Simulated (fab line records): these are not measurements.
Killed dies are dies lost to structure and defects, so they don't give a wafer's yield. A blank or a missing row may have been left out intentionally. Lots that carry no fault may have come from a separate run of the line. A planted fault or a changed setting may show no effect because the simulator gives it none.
One fault through the eyes of 2 desks || flow gf180mcu || each desk has only its own numbers; what lay behind them comes last

## METROLOGY DESK
What the gauges read for every lot (on any tool): the sampled wafers with a number, averaged. A lot is out of limits, marked OUT, if its mean lies more than 4 standard deviations from the usual mean; the brackets give that distance.
Columns: A = SALICIDE_TIN_RS at GF_SALICIDE_RS_MEAS_04, usual 16.14 ohm/sq; B = SALICIDE_TIN_THK at GF_SALICIDE_THK_MEAS_05, usual 20.1 nm; C = CONTACT_W_RS at GF_CONTACT_RS_MEAS_25, usual 0.383 ohm/sq; D = CONTACT_W_THK at GF_CONTACT_THK_MEAS_26, usual 307 nm
{"lot": "L659", "first seen here": "day 14 22:03", "A": 16.05, "B": 20.0, "C": 0.379, "D": 309}
{"lot": "L660", "first seen here": "day 15 12:39", "A": 15.94, "B": 20.4, "C": 0.384, "D": 307}
{"lot": "L661", "first seen here": "day 15 21:34", "A": 16.16, "B": 20.0, "C": 0.390, "D": 303}
{"lot": "L663", "first seen here": "day 16 15:08", "A": 16.02, "B": 20.1, "C": 0.379, "D": 309}
{"lot": "L664", "first seen here": "day 16 20:36", "A": 15.87, "B": 20.3, "C": 0.379, "D": 311}
{"lot": "L668", "first seen here": "day 18 05:34", "A": 16.49, "B": 20.1, "C": 0.383, "D": 306}
{"lot": "L673", "first seen here": "day 20 09:44", "A": 16.10, "B": 20.5, "C": "0.202 (-41) OUT", "D": "-"}
{"lot": "L674", "first seen here": "day 20 17:07", "A": 16.12, "B": 20.3, "C": "0.203 (-41) OUT", "D": "-"}
{"lot": "L678", "first seen here": "day 21 23:09", "A": 16.26, "B": 19.9, "C": 0.389, "D": 304}
{"lot": "L679", "first seen here": "day 22 02:25", "A": 15.93, "B": 20.1, "C": 0.378, "D": 313}
{"lot": "L682", "first seen here": "day 23 06:31", "A": 16.22, "B": 19.5, "C": 0.381, "D": 308}
This desk finds L673, L674 out of limits, with the earliest case on L673 at day 21 11:47 (CONTACT_W_RS at GF_CONTACT_RS_MEAS_25). In limits: L659, L660, L661, L663, L664, L668, L678, L679, L682.

## TOOL OWNER'S DESK, cvd-w-02
The tool's own readings at GF_CONTACT_CVD_24 (deposits W, target thk 300 nm, time 90.339 s): means of the sampled wafers that have a number, for each lot that ran on this tool. A lot is out of limits, marked OUT, if its mean lies more than 4 standard deviations from the usual mean; the brackets give that distance.
Columns: A = chamber-pressure-Torr at GF_CONTACT_CVD_24, usual 40.01 Torr; B = heater-power-outer-w at GF_CONTACT_CVD_24, usual 559 W; C = heater-power-w at GF_CONTACT_CVD_24, usual 901 W
{"lot": "L661", "first seen here": "day 16 20:51", "A": 39.98, "B": 550, "C": 874}
{"lot": "L663", "first seen here": "day 17 15:58", "A": 40.10, "B": 532, "C": 881}
{"lot": "L664", "first seen here": "day 17 21:19", "A": 40.04, "B": 541, "C": 878}
{"lot": "L668", "first seen here": "day 19 07:40", "A": 40.01, "B": 549, "C": 889}
{"lot": "L673", "first seen here": "day 21 11:40", "A": 40.03, "B": 550, "C": 883}
{"lot": "L674", "first seen here": "day 21 18:18", "A": 40.03, "B": 541, "C": 876}
This desk found nothing out of limits on any of the 6 lots.

## TAKEN TOGETHER
L673, L674 would have let the metrology desk raise an alarm at day 21 11:47.
The desk of the tool owner found nothing out of limits.
The tool owner's desk has L673, L674 on record, within its limits.
GF_CONTACT_CVD_24 was run on cvd-w-02 by each of the lots named.

## WHAT THE SIMULATOR HAD INSERTED
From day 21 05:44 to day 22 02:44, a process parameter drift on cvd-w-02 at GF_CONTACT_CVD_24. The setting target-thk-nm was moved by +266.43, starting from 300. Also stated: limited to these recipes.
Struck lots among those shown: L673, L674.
Per desk, hours elapsed from the start of the fault to the first reading out of limits: for the metrology desk, 6.
